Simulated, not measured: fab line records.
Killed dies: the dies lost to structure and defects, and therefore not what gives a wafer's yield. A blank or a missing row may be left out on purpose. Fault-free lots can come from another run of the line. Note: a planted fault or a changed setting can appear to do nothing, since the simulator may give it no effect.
fab line records | flow sky130
record: lots: 12 wafers: 35 lastDay: 51
route steps=708 shown SPACER@306 SD_N@353 LI_CONTACT@364 LOCAL_INTERCONNECT@399 PAD_OPEN@708
lots that met no fault: taken from a fault-free run of the same line
startH: start of the lot's first displayed wafer, in hours after the record's first day | waitH: time in hours since the lot's previous step | " identical to the entry in the row above | L1.1+2: one row covering several wafers at once | - no value, or no start given | * or withheld: withheld | < > ~ a bound
route shown NAME@n: a module of which the file shows steps, and the number in the route of the first | usual: mean/standard deviation of fault-free wafers | same: alike in all rows | chamber/n: place in a boat | sites: readings site by site | _std_site: standard deviation across them | _edge_site: the outer-site mean with the inner-site mean subtracted | radiusMm: how far each site lies from the wafer's centre | mask NAME#n: copy n | behind: the tool/chamber that last shaped the wafer | hold: why the lot was held/for how many hours/how that ended | device: names the non-switching transistor (n, p or np) | end of line: the same wafers' tests at the end of the route | a step without rows: its recipe alone | killed: at the first sort, the dies lost to defects and structure; wafer yield is something else | map: a wafer's dies, x killed, . not, _ none there
set.NAME: the setting the step ran with; set.NAME@STEP: the setting that earlier step ran with | model.NAME: the simulator's own value behind a step, which no gauge read
one table for each step of the route and one row for each wafer, over a sample of lots
services: a tool's chamber out of use, with start hour (startH, from the record's first day; less than 0 if before it), hours out, and reason
== steps ==
step: SKY_SPACER_ETCHBACK_02
recipe: chemistry: CH3F/O2 target: Si3N4 stopOn: SiO2 sourceW: 400 biasW: 80 pressureMtorr: 25 ch3fFlowSccm: 40 O2_flow_sccm: 30 timeS: 46.7 targetDepthA: 450
usual: drypumpMotorCurrentA: 5.6/0.42 oesProductAu: 0.856/0.0068 throttleValvePct: 10.562/0.009
columns lot.wafer tool chamber startH waitH drypumpMotorCurrentA oesProductAu rfHoursCounterH throttleValvePct
L996.1 rieDiel-02 3 561.05 0.1 5.2 0.856 51 10.566
L996.4 " 1 " " 5.1 0.865 1 10.571
L996.6 " 1 " " 5.1 0.857 - 10.564
L999.2 rieDiel-02 1 582.39 0.0 5.0 0.848 1 10.572
L999.4 " 3 " " 5.2 0.853 51 10.572
L999.6 " 2 " " 5.9 0.853 - 10.570
L102.2 rieDiel-02 0 601.01 0.0 5.3 0.857 11 10.539
L102.6 " 2 " " 5.9 0.861 - 10.567
L108.1 rieDiel-03 1 658.34 0.1 6.2 0.850 45 10.561
L108.2 " 3 " " 5.8 0.854 40 10.560
L108.3 " 0 " " 5.9 0.853 15 10.561
L109.4 rieDiel-04 1 667.28 0.0 4.8 0.862 - 10.564
L109.5 " 3 " " 5.9 0.854 - 10.586
L109.6 " 2 " " 5.4 0.850 - 10.553
L110.3 rieDiel-04 2 670.56 0.0 5.4 0.863 6 10.568
L110.4 " 1 " " 4.8 0.850 - 10.579
L110.5 " 2 " " 5.4 0.855 - 10.564
L111.2 rieDiel-03 2 676.68 0.0 5.9 0.842 3 10.556
L111.3 " 3 " " 5.8 0.858 40 10.570
L111.4 " 0 " " 5.9 0.866 16 10.572
L113.3 rieDiel-02 1 695.65 0.0 5.1 0.853 4 10.563
L113.4 " 3 " " 5.3 0.855 54 10.567
L113.5 " 0 " " 5.3 0.855 - 10.567
L114.4 rieDiel-02 2 709.12 0.0 5.9 0.842 - 10.554
L114.5 " 0 " " 5.2 0.848 - 10.563
L114.6 " 1 " " 5.1 0.844 - 10.571
L116.1 rieDiel-03 3 715.06 0.1 5.8 0.850 41 10.565
L116.5 " 1 " " 6.2 0.842 - 10.547
L116.6 " 2 " " 5.9 0.847 - 10.541
L117.1 rieDiel-04 1 722.58 0.1 4.8 0.853 19 10.557
L117.3 " 3 " " 5.9 0.843 14 10.550
L117.4 " 2 " " 5.4 0.849 7 10.547
L118.3 rieDiel-04 0 724.68 0.0 6.2 0.858 8 10.562
L118.4 " 3 " " 5.9 0.860 14 10.561
L118.6 " 1 " " 4.8 0.850 - 10.558
step: SKY_SD_N_STRIP_11
recipe: chemistry: O2/N2 powerW: 1400 pressureMtorr: 1500 platenTempC: withheld o2FlowSccm: 3000 n2FlowSccm: 300 overashFraction: 0.5
usual: drypumpMotorCurrentA: 5.8/0.5 oesProductAu: 0.527/0.0045 stripTimeToEndpointS: 22.54/0.048
columns lot.wafer tool chamber startH waitH drypumpMotorCurrentA oesProductAu rfHoursCounterH stripTimeToEndpointS
L996.1 plasmaAsher-04 1 680.65 0.1 6.1 0.529 97 22.57
L996.4 " 1 " " 6.0 0.528 - 22.61
L996.6 " 0 " " 6.4 0.523 - 22.55
L999.2 plasmaAsher-03 0 699.52 0.1 5.4 0.531 25 22.48
L999.4 " 1 " " 6.1 0.522 - 22.54
L999.6 " 1 " " 6.1 0.537 - 22.54
L102.2 plasmaAsher-04 1 717.90 0.1 6.1 0.529 101 22.57
L102.6 " 1 " " 6.1 0.528 - 22.52
L108.1 plasmaAsher-01 1 772.42 0.1 5.8 0.526 65 22.63
L108.2 " 0 " " 5.0 0.525 65 22.58
L108.3 " 1 " " 5.8 0.522 - 22.59
L109.4 plasmaAsher-01 0 778.85 0.1 5.0 0.533 - 22.56
L109.5 " 0 " " 5.0 0.524 - 22.59
L109.6 " 1 " " 5.9 0.529 - 22.55
L110.3 plasmaAsher-01 0 783.58 0.1 5.0 0.524 - 22.55
L110.4 " 1 " " 5.8 0.525 - 22.57
L110.5 " 0 " " 5.0 0.523 - 22.54
L111.2 plasmaAsher-03 0 789.42 0.1 5.4 0.522 34 22.56
L111.3 " 0 " " 5.4 0.518 - 22.53
L111.4 " 1 " " 6.1 0.524 - 22.52
L113.3 plasmaAsher-01 1 807.80 0.1 5.8 0.524 - 22.56
L113.4 " 0 " " 5.0 0.528 - 22.50
L113.5 " 0 " " 5.0 0.526 - 22.50
L114.4 plasmaAsher-04 1 819.83 0.1 6.1 0.520 - 22.68
L114.5 " 1 " " 6.1 0.523 - 22.65
L114.6 " 0 " " 6.4 0.530 - 22.66
L116.1 plasmaAsher-03 0 825.10 0.1 5.3 0.531 37 22.57
L116.5 " 1 " " 6.2 0.537 - 22.58
L116.6 " 0 " " 5.3 0.523 - 22.61
L117.1 plasmaAsher-01 1 833.42 0.1 5.9 0.527 72 22.55
L117.3 " 1 " " 5.9 0.527 - 22.56
L117.4 " 0 " " 5.0 0.526 - 22.54
L118.3 plasmaAsher-04 1 834.35 0.1 6.1 0.530 - 22.62
L118.4 " 0 " " 6.4 0.521 - 22.63
L118.6 " 0 " " 6.4 0.534 - 22.57
step: SKY_LI_CONTACT_CMP_02
recipe: material: PSG downForcePsi: 4 platenRpm: 60 padVelocityMS: 0.94248
usual: headPressurePsi: 4.001/0.009 motorCurrentA: 11.7/0.89 timeToEndpointS: 31.2/2.3
columns lot.wafer tool chamber startH waitH headPressurePsi motorCurrentA timeToEndpointS
L996.4 cmp-02 2 681.67 0.1 3.996 10.8 33.2
L996.1 " 3 " " 3.995 10.7 29.2
L996.6 " 0 " " 4.003 13.4 30.6
L999.2 cmp-02 3 700.58 0.2 3.999 10.8 16.3
L999.4 " 0 " " 3.995 14.2 31.4
L999.6 " 3 " " 4.010 11.0 31.0
L102.2 cmp-02 0 719.03 0.2 3.997 14.0 15.0
L102.6 " 1 " " 4.010 12.0 34.4
L108.3 cmp-01 1 773.35 0.0 4.007 12.1 28.6
L108.2 " 2 " " 3.999 11.0 33.5
L108.1 " 0 " " 3.994 11.0 31.5
L109.4 cmp-01 2 779.85 0.1 3.985 11.5 33.1
L109.5 " 0 " " 4.002 11.4 29.3
L109.6 " 1 " " 4.020 12.5 26.2
L110.4 cmp-02 0 784.58 0.1 4.012 12.7 26.5
L110.3 " 1 " " 4.011 11.9 34.6
L110.5 " 3 " " 3.987 10.8 31.8
L111.3 cmp-02 3 790.34 0.0 4.013 11.0 26.6
L111.4 " 0 " " 3.997 13.1 26.9
L111.2 " 2 " " 4.011 10.9 28.8
L113.4 cmp-02 1 808.74 0.1 3.997 11.8 29.3
L113.3 " 2 " " 4.019 11.2 30.8
L113.5 " 0 " " 3.994 13.2 30.2
L114.4 cmp-02 0 820.77 0.1 4.008 13.4 30.8
L114.5 " 3 " " 3.976 10.9 32.1
L114.6 " 0 " " 4.007 12.5 33.8
L116.1 cmp-01 1 826.07 0.1 4.006 12.3 28.3
L116.6 " 0 " " 4.018 11.6 29.7
L116.5 " 1 " " 4.013 12.0 29.1
L117.1 cmp-02 1 834.34 0.1 4.006 11.4 33.2
L117.4 " 2 " " 4.006 11.0 31.7
L117.3 " 0 " " 4.007 13.7 33.0
L118.4 cmp-02 3 835.29 0.1 4.005 10.6 31.5
L118.3 " 1 " " 4.007 11.7 36.0
L118.6 " 2 " " 4.014 10.7 32.6
step: SKY_LI_CONTACT_ETCH_15
recipe: target: PSG chemistry: C4F8/O2/Ar stopOn: Si taperDeg: 4.15 maskMaterial: KrF-thick sourceW: 1500 biasW: 1200 pressureMtorr: 40 c4f8FlowSccm: withheld O2_flow_sccm: 6 Ar_flow_sccm: 300 timeS: withheld targetDepthA: 6000
usual: oesProductAu: 0.837/0.0048
columns lot.wafer tool chamber startH waitH oesProductAu
L996.1 rieDiel-04 1 710.64 0.0 0.835
L996.4 " 3 " " 0.841
L996.6 " 2 " " 0.834
L999.2 rieDiel-03 0 729.84 0.0 0.954
L999.4 " 3 " " 0.836
L999.6 " 3 " " 0.836
L102.2 rieDiel-01 0 748.22 0.0 0.956
L102.6 " 3 " " 0.832
L108.1 rieDiel-04 3 801.02 0.0 0.842
L108.2 " 2 " " 0.835
L108.3 " 0 " " 0.841
L109.4 rieDiel-04 2 808.14 0.0 0.845
L109.5 " 0 " " 0.837
L109.6 " 3 " " 0.838
L110.3 rieDiel-03 2 812.14 0.0 0.834
L110.4 " 1 " " 0.843
L110.5 " 0 " " 0.840
L111.2 rieDiel-03 2 817.42 0.0 0.829
L111.3 " 1 " " 0.830
L111.4 " 3 " " 0.840
L113.3 rieDiel-03 2 836.09 0.0 0.839
L113.4 " 0 " " 0.834
L113.5 " 1 " " 0.836
L114.4 rieDiel-04 3 847.79 0.0 0.826
L114.5 " 1 " " 0.841
L114.6 " 0 " " 0.844
L116.1 rieDiel-03 1 853.54 0.0 0.832
L116.5 " 1 " " 0.848
L116.6 " 2 " " 0.835
L117.1 rieDiel-03 1 861.28 0.0 0.828
L117.3 " 2 " " 0.840
L117.4 " 0 " " 0.844
L118.3 rieDiel-01 2 862.72 0.0 0.832
L118.4 " 1 " " 0.837
L118.6 " 2 " " 0.835
step: SKY_LOCAL_INTERCONNECT_OVL_MEAS_12
usual: LOCAL_INTERCONNECT_OVL: 0/5.8
columns lot.wafer tool chamber startH waitH LOCAL_INTERCONNECT_OVL[nm]
L996.1 overlay-02 - 741.06 0.1 1
L996.4 " - " " 2
L996.6 " - " " -2
L999.2 overlay-01 - 758.89 0.1 10
L999.4 " - " " 6
L999.6 " - " " 2
L102.2 overlay-01 - 777.27 0.1 -1
L102.6 " - " " 1
L108.1 overlay-02 - 829.28 0.1 -4
L108.2 " - " " -3
L108.3 " - " " -2
L109.4 overlay-02 - 836.98 0.1 10
L109.5 " - " " 13
L109.6 " - " " 15
L110.3 overlay-01 - 841.18 0.1 4
L110.4 " - " " 6
L110.5 " - " " 8
L111.2 overlay-02 - 846.05 0.1 10
L111.3 " - " " 1
L111.4 " - " " 6
L113.3 overlay-01 - 863.81 0.1 -4
L113.4 " - " " 0
L113.5 " - " " -3
L114.4 overlay-02 - 875.36 0.1 6
L114.5 " - " " 1
L114.6 " - " " 3
L116.1 overlay-02 - 881.31 0.1 0
L116.5 " - " " -3
L116.6 " - " " 1
L117.1 overlay-01 - 889.69 0.1 -10
L117.3 " - " " -12
L117.4 " - " " -3
L118.3 overlay-02 - 891.00 0.1 0
L118.4 " - " " -5
L118.6 " - " " -3
step: SKY_PAD_OPEN_PROBE_99
usual: killed_at_M0_to_M3: 44/7.2 killed_at_M4_up: 2.9/1.8 killedAtContacts: 24/5.2 killedAtFrontEnd: 15/4 killedAtOther: 0.2/0.49 killedDies: 85/9.1 killedOnRim: 17/3.7 killedOpen: 47/6.8 killedShort: 38/5.7
same: grossDies: 492 killedAtBackSide: 0
columns lot.wafer tool chamber startH waitH killed_at_M0_to_M3 killed_at_M4_up killedAtContacts killedAtFrontEnd killedAtOther killedDies killedOnRim killedOpen killedShort
L999.2 prober-02 - 1125.44 0.1 33 7 27 11 1 79 22 37 38
L108.1 prober-01 - 1175.27 0.1 52 2 25 16 1 96 24 49 47
L108.3 prober-01 - 1175.37 0.2 45 1 22 20 0 88 20 48 40
L109.4 prober-02 - 1180.92 0.2 52 6 23 6 0 87 20 48 39
L110.3 prober-01 - 1184.28 0.2 61 4 19 10 0 94 16 55 39
L110.4 prober-01 - 1184.33 0.2 41 1 23 13 0 78 17 47 31
killed by level:class
L999.2 VIA1:geometricParticle:open=12 CONTACT:geometricParticle:open=7 LI_CONTACT:geometricParticle:open=6 CONTACT:geometricParticle:short=6 FIELD_ISO:geometricParticle:short=5 VIA1:geometricParticle:short=5 METAL2:geometricParticle:short=5 METAL4:geometricParticle:short=5
L108.1 VIA2:geometricParticle:open=12 LOCAL_INTERCONNECT:geometricParticle:short=7 CONTACT:geometricParticle:open=7 VIA3:geometricParticle:open=7 POLY_GATE:geometricParticle:short=6 METAL2:geometricParticle:short=6 METAL3:geometricParticle:short=5 METAL1:geometricParticle:short=5
L108.3 VIA1:geometricParticle:open=10 FIELD_ISO:geometricParticle:short=8 METAL2:geometricParticle:short=8 VIA2:geometricParticle:open=8 CONTACT:geometricParticle:open=7 LI_CONTACT:geometricParticle:open=5 METAL1:geometricParticle:short=5 VIA3:geometricParticle:open=5
L109.4 CONTACT:geometricParticle:open=12 VIA1:geometricParticle:open=9 METAL1:geometricParticle:short=8 VIA2:geometricParticle:open=8 METAL2:geometricParticle:short=7 VIA3:geometricParticle:open=7 LI_CONTACT:geometricParticle:open=6 VIA2:geometricParticle:short=6
L110.3 VIA3:geometricParticle:open=14 VIA1:geometricParticle:open=12 VIA2:geometricParticle:open=8 VIA1:geometricParticle:short=6 VIA3:geometricParticle:short=6 CONTACT:geometricParticle:open=5 METAL1:geometricParticle:short=5 FIELD_ISO:geometricParticle:open=4
L110.4 VIA1:geometricParticle:open=11 VIA2:geometricParticle:open=10 CONTACT:geometricParticle:open=7 VIA3:geometricParticle:short=6 POLY_GATE:geometricParticle:short=5 LI_CONTACT:geometricParticle:open=5 VIA3:geometricParticle:open=5 CONTACT:geometricParticle:short=4
== services ==
columns tool chamber startH hours kind
rieDiel-04 - 543.28 0.8 repair
rieDiel-03 0 553.71 2.5 repair
plasmaAsher-01 - 562.30 0.8 repair
cmp-02 - 562.70 2.1 repair
cmp-02 - 572.07 4.0 pm
cmp-02 - 573.60 2.7 repair
rieDiel-04 0 576.07 5.1 repair
rieDiel-04 - 613.83 0.1 repair
cmp-02 - 634.69 5.4 pm
rieDiel-03 2 661.11 2.9 repair
rieDiel-04 0 666.77 4.9 repair
plasmaAsher-01 - 690.53 2.8 pm
rieDiel-04 0 697.34 1.5 repair
rieDiel-03 3 702.33 9.5 repair
rieDiel-03 1 719.12 2.4 repair
rieDiel-04 1 737.07 15.9 repair
rieDiel-04 2 737.77 10.9 repair
cmp-02 - 773.32 1.6 repair
rieDiel-04 3 810.22 13.3 repair
rieDiel-03 - 839.53 4.9 repair
cmp-02 - 844.01 6.1 repair
rieDiel-04 1 855.35 5.1 repair
rieDiel-03 3 858.05 14.4 repair
cmp-02 - 862.74 19.6 pm
== key ==
firstSign: step: SKY_LI_CONTACT_CMP_02 reading: timeToEndpointS direction: down sigmas: 6.8 usual: * struck: *
effect: step: SKY_LI_CONTACT_ETCH_15 reading: oesProductAu direction: up sigmas: 25 usual: 0.837 struck: 0.955
metAt SKY_LI_CONTACT_CMP_02
struckLots L999,L102
struckWafers L999.2,L102.2
testerLeftOut L999,L102
notActingAt SKY_SPACER_ETCHBACK_02,SKY_SD_N_STRIP_11,SKY_LOCAL_INTERCONNECT_OVL_MEAS_12
onsetBetween 681.67 700.58
fault: kind: processParameterDrift tool: cmp-02 chamber: - onsetH: 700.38 steps: SKY_LI_CONTACT_CMP_02 channel: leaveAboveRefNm offset: 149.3 shape: step endH: 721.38 scope: struckWafersOnly actsIn: theseRecipesOnly stated: 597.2
testerLeftOut: of these lots the tester's yield and bins aren't shown, on N5 and GAA mostly nor the transistor test; their killed dies are dies lost to structure and defects alone, not to doping, threshold or leakage, so they don't give the yield
